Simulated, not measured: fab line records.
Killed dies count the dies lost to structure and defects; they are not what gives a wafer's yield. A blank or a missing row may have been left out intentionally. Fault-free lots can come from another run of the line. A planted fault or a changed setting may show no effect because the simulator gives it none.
fab line records | flow sfqLine
[record] lots = 14 | wafers = 42 | lastDay = 95
route steps=325 shown L0V@24 R5@213 M7@292 I7@297
lots that met no fault: from a run of the same line without faults
startH: hours from the record's opening day to when the first of the lot's shown wafers began | waitH: how many hours have passed since the lot's step before this one | " identical to the entry in the row above | L1.1+2: several wafers, shown together as one row | - either no value or no given start | * or withheld: withheld | < > ~ a bound
route shown NAME@n: NAME is a module with steps in the file, n the number in the route of the first one | usual: mean/standard deviation of fault-free wafers | same: alike in all rows | chamber/n: place in a boat | sites: readings site by site | _std_site: standard deviation across them | _edge_site: mean of outer sites minus mean of inner sites | radiusMm: how far each site lies from the wafer's centre | mask NAME#n: copy n | behind: tool/chamber where the wafer was last shaped | hold: reason for holding the lot/hours on hold/outcome of the hold | device: transistor that didn't switch, given as n, p or np | end of line: tests of these same wafers at the route's end | where a step has no rows: the recipe by itself | killed: dies that structure and defects cost at the first sort, which is not the same as the wafer's yield | map: per-die view of a wafer (x killed, . not killed, _ where there is no die)
set.NAME: the run value of the setting; set.NAME@STEP: its run value at that earlier step | model.NAME: the simulator's own value behind a step, which no gauge read
one table for each step of the route and one row for each wafer, over a sample of lots
services: the hour from which a tool's chamber was out of use, counted from the record's first day as startH (under 0 if before that day), plus the number of hours and why
[[steps]]
[step SFQ_TRILAYER_L0_VIA_BARC_OPEN_VIA_ETCH_021]
[recipe] maskMaterial = PR | chemistry = O2 | targetDepthNm = 125 | target = BARC | sourceW = 500 | biasW = 80 | pressureMtorr = 30 | timeS = 41.7
[usual] drypumpMotorCurrentA = 5.6/0.5 | oesProductAu = 0.684/0.0049
lot.wafer | tool       | chamber | startH | waitH | drypumpMotorCurrentA | oesProductAu | rfHoursCounterH
L481.1    | rieDiel-02 | 3       | 142.31 | 0.0   | 6.1                  | 0.675        | 3
L481.4    | "          | 0       | "      | "     | 5.6                  | 0.687        | 39
L481.5    | "          | 2       | "      | "     | 5.1                  | 0.688        | -
L484.1    | rieDiel-04 | 3       | 148.31 | 0.0   | 4.9                  | 0.688        | 2
L484.3    | "          | 2       | "      | "     | 4.6                  | 0.691        | 131
L484.4    | "          | 0       | "      | "     | 6.6                  | 0.682        | 129
L485.4    | rieDiel-03 | 2       | 150.71 | 0.0   | 5.5                  | 0.681        | 139
L485.5    | "          | 0       | "      | "     | 5.7                  | 0.690        | -
L485.6    | "          | 3       | "      | "     | 5.9                  | 0.679        | -
L487.1    | rieDiel-04 | 1       | 156.67 | 0.0   | 5.6                  | 0.681        | 75
L487.4    | "          | 2       | "      | "     | 4.7                  | 0.685        | 131
L487.5    | "          | 3       | "      | "     | 4.9                  | 0.686        | -
L488.1    | rieDiel-04 | 2       | 159.07 | 0.0   | 4.7                  | 0.685        | 131
L488.5    | "          | 1       | "      | "     | 5.6                  | 0.683        | -
L488.6    | "          | 0       | "      | "     | 6.5                  | 0.674        | -
L489.3    | rieDiel-02 | 1       | 160.27 | 0.0   | 5.9                  | 0.682        | 133
L489.4    | "          | 2       | "      | "     | 5.1                  | 0.681        | 58
L489.5    | "          | 2       | "      | "     | 5.1                  | 0.682        | -
L490.2    | rieDiel-02 | 1       | 163.87 | 0.0   | 5.9                  | 0.686        | 133
L490.4    | "          | 0       | "      | "     | 5.6                  | 0.679        | 39
L490.6    | "          | 2       | "      | "     | 5.1                  | 0.680        | -
L494.1    | rieDiel-02 | 3       | 173.60 | 0.0   | 6.0                  | 0.686        | 3
L494.2    | "          | 0       | "      | "     | 5.6                  | 0.682        | 40
L494.6    | "          | 3       | "      | "     | 6.0                  | 0.681        | -
L495.1    | rieDiel-03 | 3       | 185.02 | 0.0   | 5.9                  | 0.683        | 6
L495.2    | "          | 2       | "      | "     | 5.6                  | 0.684        | 140
L495.6    | "          | 0       | "      | "     | 5.7                  | 0.684        | -
L496.2    | rieDiel-02 | 3       | 186.22 | 0.0   | 6.0                  | 0.689        | 4
L496.3    | "          | 1       | "      | "     | 5.9                  | 0.687        | 133
L496.4    | "          | 2       | "      | "     | 5.1                  | 0.688        | 59
L497.1    | rieDiel-03 | 1       | 189.82 | 0.0   | 5.7                  | 0.686        | 65
L497.5    | "          | 2       | "      | "     | 5.5                  | 0.691        | -
L497.6    | "          | 1       | "      | "     | 5.7                  | 0.689        | -
L499.2    | rieDiel-03 | 1       | 329.20 | 0.0   | 5.8                  | 0.690        | 65
L499.4    | "          | 0       | "      | "     | 5.7                  | 0.675        | 47
L499.6    | "          | 3       | "      | "     | 5.9                  | 0.681        | -
L501.3    | rieDiel-04 | 0       | 349.36 | 0.0   | 6.6                  | 0.681        | 0
L501.4    | "          | 1       | "      | "     | 5.6                  | 0.675        | 77
L501.6    | "          | 3       | "      | "     | 5.0                  | 0.681        | -
L502.1    | rieDiel-04 | 3       | 357.76 | 0.0   | 4.9                  | 0.688        | 4
L502.3    | "          | 2       | "      | "     | 4.7                  | 0.678        | 0
L502.6    | "          | 3       | "      | "     | 4.9                  | 0.687        | -
[step SFQ_TRILAYER_R5_DEP_SPUTTER_133]
[recipe] material = MoNx | basePressurePa = 1.33e-06 | targetThkNm = 40 | powerW = 1000 | timeS = 66.7 | chamberPressurePa = 0.4
[usual] cathodeDcPowerW = 1000.00/0.18 | throttleValvePct = 30.2/1.3
lot.wafer | tool          | chamber | startH  | waitH | cathodeDcPowerW | throttleValvePct
L481.1    | pvdSputter-04 | -       | 1449.17 | 0.0   | 999.83          | 30.7
L481.4    | "             | -       | "       | "     | 999.83          | 31.5
L481.5    | "             | -       | "       | "     | 1000.0          | 30.7
L484.1    | pvdSputter-04 | -       | 1459.40 | 0.0   | 1000.1          | 30.9
L484.3    | "             | -       | "       | "     | 1000.2          | 31.0
L484.4    | "             | -       | "       | "     | 1000.2          | 31.2
L485.4    | pvdSputter-05 | -       | 1462.40 | 0.0   | 999.78          | 30.4
L485.5    | "             | -       | "       | "     | 1000.1          | 31.3
L485.6    | "             | -       | "       | "     | 999.63          | 26.8
L487.1    | pvdSputter-05 | -       | 1478.68 | 0.0   | 1293.4          | 30.0
L487.4    | "             | -       | "       | "     | 1293.6          | 31.2
L487.5    | "             | -       | "       | "     | 1293.7          | 30.3
L488.1    | pvdSputter-04 | -       | 1490.68 | 0.0   | 999.96          | 31.1
L488.5    | "             | -       | "       | "     | 1000.4          | 31.8
L488.6    | "             | -       | "       | "     | 1000.0          | 31.2
L489.3    | pvdSputter-05 | -       | 1499.08 | 0.0   | 1293.4          | 26.7
L489.4    | "             | -       | "       | "     | 1293.3          | 31.4
L489.5    | "             | -       | "       | "     | 1293.3          | 29.9
L490.2    | pvdSputter-05 | -       | 1615.29 | 0.0   | 1000.2          | 31.4
L490.4    | "             | -       | "       | "     | 999.71          | 26.8
L490.6    | "             | -       | "       | "     | 1000.1          | 30.0
L494.1    | pvdSputter-03 | -       | 1632.04 | 0.0   | 1000.1          | 31.1
L494.2    | "             | -       | "       | "     | 999.82          | 28.7
L494.6    | "             | -       | "       | "     | 1000.0          | 28.6
L495.1    | pvdSputter-04 | -       | 1633.24 | 0.0   | 999.96          | 31.5
L495.2    | "             | -       | "       | "     | 1000.2          | 31.0
L495.6    | "             | -       | "       | "     | 1000.2          | 31.1
L496.2    | pvdSputter-05 | -       | 1635.64 | 0.0   | 1000.0          | 30.0
L496.3    | "             | -       | "       | "     | 1000.1          | 26.7
L496.4    | "             | -       | "       | "     | 999.80          | 29.9
L497.1    | pvdSputter-05 | -       | 1736.28 | 0.0   | 999.83          | 31.2
L497.5    | "             | -       | "       | "     | 999.96          | 30.3
L497.6    | "             | -       | "       | "     | 1000.3          | 26.8
L499.2    | pvdSputter-03 | -       | 1742.45 | 0.0   | 1000.2          | 29.4
L499.4    | "             | -       | "       | "     | 999.91          | 31.0
L499.6    | "             | -       | "       | "     | 999.99          | 29.4
L501.3    | pvdSputter-04 | -       | 1759.12 | 0.0   | 999.86          | 31.1
L501.4    | "             | -       | "       | "     | 1000.2          | 31.3
L501.6    | "             | -       | "       | "     | 1000.1          | 31.5
L502.1    | pvdSputter-05 | -       | 1762.12 | 0.0   | 999.91          | 30.1
L502.3    | "             | -       | "       | "     | 999.68          | 29.8
L502.6    | "             | -       | "       | "     | 999.99          | 31.3
[step SFQ_R5_RS_MEAS_933]
[recipe] thkMeasGauge = four-point-probe | reads = Ti_of_TRILAYER_R5_DEP_SPUTTER_134+MoNx_of_TRILAYER_R5_DEP_SPUTTER_133+Ti_of_TRILAYER_R5_DEP_SPUTTER_132
[usual] R5_MONX_RS = 7.06/0.076
lot.wafer | tool         | chamber | startH  | waitH | R5_MONX_RS[ohm/sq]
L481.1    | filmMetro-02 | -       | 1449.24 | 0.0   | 7.19
L481.4    | "            | -       | "       | "     | 7.08
L481.5    | "            | -       | "       | "     | 7.13
L484.1    | filmMetro-03 | -       | 1459.47 | 0.0   | 7.17
L484.3    | "            | -       | "       | "     | 7.13
L484.4    | "            | -       | "       | "     | 7.09
L485.4    | filmMetro-03 | -       | 1462.53 | 0.1   | 7.13
L485.5    | "            | -       | "       | "     | 7.06
L485.6    | "            | -       | "       | "     | 7.03
L487.1    | filmMetro-03 | -       | 1478.75 | 0.0   | 5.53
L487.4    | "            | -       | "       | "     | 5.54
L487.5    | "            | -       | "       | "     | 5.56
L488.1    | filmMetro-03 | -       | 1490.75 | 0.0   | 7.04
L488.5    | "            | -       | "       | "     | 7.08
L488.6    | "            | -       | "       | "     | 7.19
L489.3    | filmMetro-03 | -       | 1499.19 | 0.0   | 5.47
L489.4    | "            | -       | "       | "     | 5.53
L489.5    | "            | -       | "       | "     | 5.46
L490.2    | filmMetro-04 | -       | 1615.38 | 0.0   | 6.87
L490.4    | "            | -       | "       | "     | 6.91
L490.6    | "            | -       | "       | "     | 6.84
L494.1    | filmMetro-03 | -       | 1632.11 | 0.0   | 7.01
L494.2    | "            | -       | "       | "     | 7.10
L494.6    | "            | -       | "       | "     | 7.07
L495.1    | filmMetro-02 | -       | 1633.31 | 0.0   | 7.01
L495.2    | "            | -       | "       | "     | 7.08
L495.6    | "            | -       | "       | "     | 7.15
L496.2    | filmMetro-03 | -       | 1635.73 | 0.0   | 7.09
L496.3    | "            | -       | "       | "     | 6.98
L496.4    | "            | -       | "       | "     | 6.99
L497.1    | filmMetro-04 | -       | 1736.35 | 0.0   | 7.11
L497.5    | "            | -       | "       | "     | 7.16
L497.6    | "            | -       | "       | "     | 7.11
L499.2    | filmMetro-02 | -       | 1742.55 | 0.0   | 6.99
L499.4    | "            | -       | "       | "     | 6.93
L499.6    | "            | -       | "       | "     | 6.99
L501.3    | filmMetro-04 | -       | 1759.24 | 0.0   | 7.09
L501.4    | "            | -       | "       | "     | 7.05
L501.6    | "            | -       | "       | "     | 7.04
L502.1    | filmMetro-04 | -       | 1762.20 | 0.0   | 7.09
L502.3    | "            | -       | "       | "     | 7.10
L502.6    | "            | -       | "       | "     | 7.17
[step SFQ_R5_THK_MEAS_934]
[recipe] thkMeasGauge = xrf | reads = MoNx_of_TRILAYER_R5_DEP_SPUTTER_133
[usual] R5_MONX_THK = 39.6/0.53
lot.wafer | tool         | chamber | startH  | waitH | R5_MONX_THK[nm]
L481.1    | filmMetro-02 | -       | 1449.36 | 0.1   | 38.7
L481.4    | "            | -       | "       | "     | 39.3
L481.5    | "            | -       | "       | "     | 39.1
L484.1    | filmMetro-03 | -       | 1459.59 | 0.1   | 38.9
L484.3    | "            | -       | "       | "     | 39.3
L484.4    | "            | -       | "       | "     | 39.6
L485.4    | filmMetro-03 | -       | 1462.62 | 0.1   | 39.2
L485.5    | "            | -       | "       | "     | 39.7
L485.6    | "            | -       | "       | "     | 39.8
L487.1    | filmMetro-03 | -       | 1478.87 | 0.1   | 52.2
L487.4    | "            | -       | "       | "     | 51.6
L487.5    | "            | -       | "       | "     | 51.6
L488.1    | filmMetro-03 | -       | 1490.87 | 0.1   | 40.0
L488.5    | "            | -       | "       | "     | 40.2
L488.6    | "            | -       | "       | "     | 39.3
L489.3    | filmMetro-03 | -       | 1499.29 | 0.1   | 52.5
L489.4    | "            | -       | "       | "     | 51.9
L489.5    | "            | -       | "       | "     | 52.3
L490.2    | filmMetro-04 | -       | 1615.49 | 0.1   | 40.5
L490.4    | "            | -       | "       | "     | 40.4
L490.6    | "            | -       | "       | "     | 40.6
L494.1    | filmMetro-03 | -       | 1632.23 | 0.1   | 40.2
L494.2    | "            | -       | "       | "     | 39.7
L494.6    | "            | -       | "       | "     | 40.0
L495.1    | filmMetro-02 | -       | 1633.43 | 0.1   | 39.9
L495.2    | "            | -       | "       | "     | 39.6
L495.6    | "            | -       | "       | "     | 39.0
L496.2    | filmMetro-03 | -       | 1635.84 | 0.1   | 39.6
L496.3    | "            | -       | "       | "     | 40.2
L496.4    | "            | -       | "       | "     | 40.2
L497.1    | filmMetro-04 | -       | 1736.47 | 0.1   | 38.9
L497.5    | "            | -       | "       | "     | 38.7
L497.6    | "            | -       | "       | "     | 38.7
L499.2    | filmMetro-02 | -       | 1742.66 | 0.1   | 39.7
L499.4    | "            | -       | "       | "     | 40.0
L499.6    | "            | -       | "       | "     | 39.8
L501.3    | filmMetro-04 | -       | 1759.34 | 0.1   | 39.1
L501.4    | "            | -       | "       | "     | 39.4
L501.6    | "            | -       | "       | "     | 39.3
L502.1    | filmMetro-04 | -       | 1762.32 | 0.1   | 39.5
L502.3    | "            | -       | "       | "     | 39.0
L502.6    | "            | -       | "       | "     | 38.7
[step SFQ_TRILAYER_M7_BARC_OPEN_METAL_ETCH_229]
[recipe] maskMaterial = PR | chemistry = O2 | targetDepthNm = 125 | target = BARC | icpW = 600 | biasW = 80 | pressureMtorr = 10 | timeS = 41.7
[usual] drypumpMotorCurrentA = 5.6/0.34 | oesProductAu = 0.686/0.0047
lot.wafer | tool        | chamber | startH  | waitH | drypumpMotorCurrentA | oesProductAu | rfHoursCounterH
L481.1    | rieMetal-02 | 1       | 1796.49 | 0.0   | 6.3                  | 0.679        | 39
L481.4    | "           | 1       | "       | "     | 6.2                  | 0.689        | -
L481.5    | "           | 0       | "       | "     | 5.4                  | 0.678        | -
L484.1    | rieMetal-01 | 1       | 2002.46 | 0.0   | 5.5                  | 0.689        | 13
L484.3    | "           | 0       | "       | "     | 5.9                  | 0.688        | -
L484.4    | "           | 1       | "       | "     | 5.5                  | 0.682        | -
L485.4    | rieMetal-02 | 0       | 2006.08 | 0.0   | 5.4                  | 0.692        | -
L485.5    | "           | 1       | "       | "     | 6.2                  | 0.683        | -
L485.6    | "           | 0       | "       | "     | 5.4                  | 0.695        | -
L487.1    | rieMetal-03 | 1       | 2015.66 | 0.0   | 5.3                  | 0.684        | 94
L487.4    | "           | 1       | "       | "     | 5.3                  | 0.693        | -
L487.5    | "           | 1       | "       | "     | 5.3                  | 0.687        | -
L488.1    | rieMetal-01 | 0       | 2025.26 | 0.0   | 5.8                  | 0.687        | 7
L488.5    | "           | 0       | "       | "     | 5.8                  | 0.682        | -
L488.6    | "           | 1       | "       | "     | 5.5                  | 0.685        | -
L489.3    | rieMetal-01 | 1       | 2029.48 | 0.0   | 5.4                  | 0.692        | -
L489.4    | "           | 0       | "       | "     | 5.9                  | 0.686        | -
L489.5    | "           | 1       | "       | "     | 5.5                  | 0.693        | -
L490.2    | rieMetal-02 | 1       | 2031.41 | 0.0   | 6.2                  | 0.687        | 76
L490.4    | "           | 1       | "       | "     | 6.2                  | 0.687        | -
L490.6    | "           | 0       | "       | "     | 5.4                  | 0.686        | -
L494.1    | rieMetal-02 | 1       | 2047.01 | 0.0   | 6.3                  | 0.687        | 79
L494.2    | "           | 0       | "       | "     | 5.4                  | 0.696        | 141
L494.6    | "           | 0       | "       | "     | 5.4                  | 0.693        | -
L495.1    | rieMetal-03 | 1       | 2053.01 | 0.0   | 5.3                  | 0.687        | 100
L495.2    | "           | 0       | "       | "     | 5.4                  | 0.688        | 115
L495.6    | "           | 0       | "       | "     | 5.4                  | 0.675        | -
L496.2    | rieMetal-02 | 1       | 2060.21 | 0.0   | 6.2                  | 0.688        | 82
L496.3    | "           | 0       | "       | "     | 5.4                  | 0.680        | -
L496.4    | "           | 1       | "       | "     | 6.2                  | 0.693        | -
L497.1    | rieMetal-01 | 1       | 2063.81 | 0.0   | 5.5                  | 0.688        | 25
L497.5    | "           | 0       | "       | "     | 5.9                  | 0.682        | -
L497.6    | "           | 1       | "       | "     | 5.5                  | 0.694        | -
L499.2    | rieMetal-01 | 1       | 2075.59 | 0.0   | 5.5                  | 0.681        | 26
L499.4    | "           | 1       | "       | "     | 5.5                  | 0.685        | -
L499.6    | "           | 1       | "       | "     | 5.4                  | 0.684        | -
L501.3    | rieMetal-01 | 1       | 2097.21 | 0.0   | 5.5                  | 0.687        | -
L501.4    | "           | 0       | "       | "     | 5.9                  | 0.683        | -
L501.6    | "           | 1       | "       | "     | 5.5                  | 0.682        | -
L502.1    | rieMetal-02 | 0       | 2098.39 | 0.0   | 5.4                  | 0.684        | 1
L502.3    | "           | 0       | "       | "     | 5.4                  | 0.683        | -
L502.6    | "           | 1       | "       | "     | 6.2                  | 0.686        | -
[step SFQ_TRILAYER_I7_CMP_CMP_184]
[recipe] material = SiO2 | downForcePsi = 3 | platenRpm = 60 | padVelocityMS = 0.94248
[usual] motorCurrentA = 10.0/0.98 | slurryFilterDpKPa = 13.50/0.13 | timeToEndpointS = 216/8.9
lot.wafer | tool   | chamber | startH  | waitH | motorCurrentA | slurryFilterDpKPa | timeToEndpointS
L481.1    | cmp-02 | 3       | 1798.03 | 0.5   | 11.7          | 13.52             | 209
L481.4    | "      | 1       | 1799.03 | 1.5   | 8.6           | 13.72             | 212
L481.5    | "      | 3       | 1800.03 | 2.5   | 11.2          | 13.47             | 216
L484.4    | cmp-01 | 1       | 2007.78 | 4.3   | 11.7          | 13.26             | 222
L484.1    | "      | 2       | "       | "     | 10.0          | 13.31             | 196
L484.3    | "      | 3       | "       | "     | 9.2           | 13.36             | 212
L485.4    | cmp-02 | 1       | 2013.64 | 6.5   | 9.1           | 13.76             | 221
L485.6    | "      | 2       | "       | "     | 8.9           | 13.37             | 234
L485.5    | "      | 3       | "       | "     | 11.8          | 13.22             | 225
L487.1    | cmp-02 | 2       | 2024.64 | 8.0   | 8.4           | 13.38             | 233
L487.4    | "      | 0       | 2025.64 | 8.9   | 10.2          | 13.42             | 241
L487.5    | "      | 2       | 2026.64 | 9.9   | 8.8           | 13.57             | 235
L488.1    | cmp-02 | 2       | 2033.14 | 6.9   | 8.9           | 13.43             | 226
L488.5    | "      | 2       | 2035.14 | 8.8   | 9.0           | 13.59             | 222
L488.6    | "      | 3       | "       | "     | 12.1          | 13.35             | 222
L489.4    | cmp-01 | 2       | 2034.28 | 3.6   | 10.1          | 13.50             | 205
L489.3    | "      | 0       | 2035.28 | 4.6   | 10.6          | 13.57             | 202
L489.5    | "      | 3       | 2036.78 | 6.1   | 9.2           | 13.41             | 205
L490.4    | cmp-02 | 0       | 2036.14 | 3.7   | 10.0          | 13.82             | 222
L490.2    | "      | 3       | 2037.64 | 5.2   | 11.6          | 13.49             | 214
L490.6    | "      | 0       | "       | "     | 9.4           | 13.43             | 223
L494.2    | cmp-01 | 2       | 2052.78 | 4.8   | 9.9           | 13.34             | 197
L494.1    | "      | 0       | 2053.78 | 5.8   | 10.6          | 13.50             | 206
L494.6    | "      | 1       | "       | "     | 10.7          | 13.45             | 213
L495.2    | cmp-01 | 3       | 2058.28 | 4.3   | 9.1           | 13.54             | 215
L495.1    | "      | 2       | 2059.78 | 5.8   | 9.6           | 13.74             | 211
L495.6    | "      | 0       | 2060.78 | 6.7   | 10.9          | 13.52             | 230
L496.3    | cmp-02 | 1       | 2063.14 | 1.9   | 9.1           | 13.60             | 224
L496.4    | "      | 3       | 2064.14 | 2.9   | 12.0          | 13.44             | 220
L496.2    | "      | 0       | "       | "     | 10.2          | 13.65             | 230
L497.1    | cmp-02 | 0       | 2067.64 | 2.8   | 10.2          | 13.68             | 220
L497.5    | "      | 1       | "       | "     | 8.5           | 13.79             | 217
L497.6    | "      | 2       | "       | "     | 8.9           | 13.39             | 227
L499.4    | cmp-01 | 3       | 2077.17 | 0.5   | 8.9           | 13.64             | 201
L499.2    | "      | 1       | 2078.17 | 1.6   | 11.5          | 13.57             | 216
L499.6    | "      | 2       | "       | "     | 10.2          | 13.49             | 201
L501.4    | cmp-01 | 1       | 2104.65 | 6.4   | 10.6          | 13.44             | 228
L501.3    | "      | 3       | 2105.65 | 7.5   | 9.5           | 13.55             | 219
L501.6    | "      | 1       | 2106.65 | 8.4   | 11.0          | 13.54             | 228
L502.1    | cmp-01 | 0       | 2108.15 | 8.8   | 10.8          | 13.48             | 208
L502.3    | "      | 2       | 2109.15 | 9.8   | 9.5           | 13.44             | 190
L502.6    | "      | 0       | 2110.15 | 10.7  | 10.6          | 13.50             | 214
[[services]]
tool          | chamber | startH | hours | kind
cmp-02        | -       | 153.61 | 5.4   | repair
cmp-01        | -       | 212.18 | 0.5   | repair
cmp-02        | -       | 227.26 | 0.6   | repair
cmp-01        | -       | 240.83 | 5.4   | pm
cmp-01        | -       | 246.22 | 4.0   | pm
cmp-01        | -       | 270.11 | 4.4   | repair
cmp-02        | -       | 301.59 | 4.2   | repair
cmp-01        | -       | 334.97 | 2.5   | repair
cmp-02        | -       | 347.47 | 1.0   | repair
cmp-01        | -       | 348.84 | 4.2   | repair
cmp-01        | -       | 352.47 | 0.2   | repair
cmp-01        | -       | 362.99 | 4.1   | repair
cmp-02        | -       | 381.77 | 1.2   | repair
cmp-01        | -       | 393.05 | 11.7  | repair
cmp-01        | -       | 402.93 | 8.5   | repair
cmp-02        | -       | 408.01 | 4.0   | pm
cmp-01        | -       | 411.62 | 1.2   | repair
cmp-02        | -       | 419.39 | 6.1   | pm
cmp-01        | -       | 426.37 | 0.3   | repair
cmp-01        | -       | 478.08 | 8.1   | pm
cmp-02        | -       | 509.41 | 0.5   | repair
pvdSputter-05 | -       | 530.03 | 4.3   | repair
pvdSputter-05 | -       | 535.52 | 2.3   | repair
cmp-01        | -       | 548.48 | 0.3   | repair
[[key]]
[firstSign] step = SFQ_TRILAYER_R5_DEP_SPUTTER_133 | reading = cathodeDcPowerW | direction = up | sigmas = 99+ | usual = 1000.00 | struck = 1293.5
[effect] step = SFQ_R5_RS_MEAS_933 | reading = R5_MONX_RS | direction = down | sigmas = 20 | usual = 7.06 | struck = 5.52
[effect] step = SFQ_R5_THK_MEAS_934 | reading = R5_MONX_THK | direction = up | sigmas = 24 | usual = 39.6 | struck = 52.0
metAt SFQ_TRILAYER_R5_DEP_SPUTTER_133
struckLots L487,L489
notActingAt SFQ_TRILAYER_L0_VIA_BARC_OPEN_VIA_ETCH_021,SFQ_TRILAYER_M7_BARC_OPEN_METAL_ETCH_229,SFQ_TRILAYER_I7_CMP_CMP_184
onsetBetween 1462.40 1478.68
[fault] kind = processParameterDrift | tool = pvdSputter-05 | chamber = - | onsetH = 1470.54 | steps = SFQ_TRILAYER_R5_DEP_SPUTTER_133 | channel = powerW | offset = 293.35 | shape = step | endH = 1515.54 | actsIn = theseRecipesOnly | stated = 1000
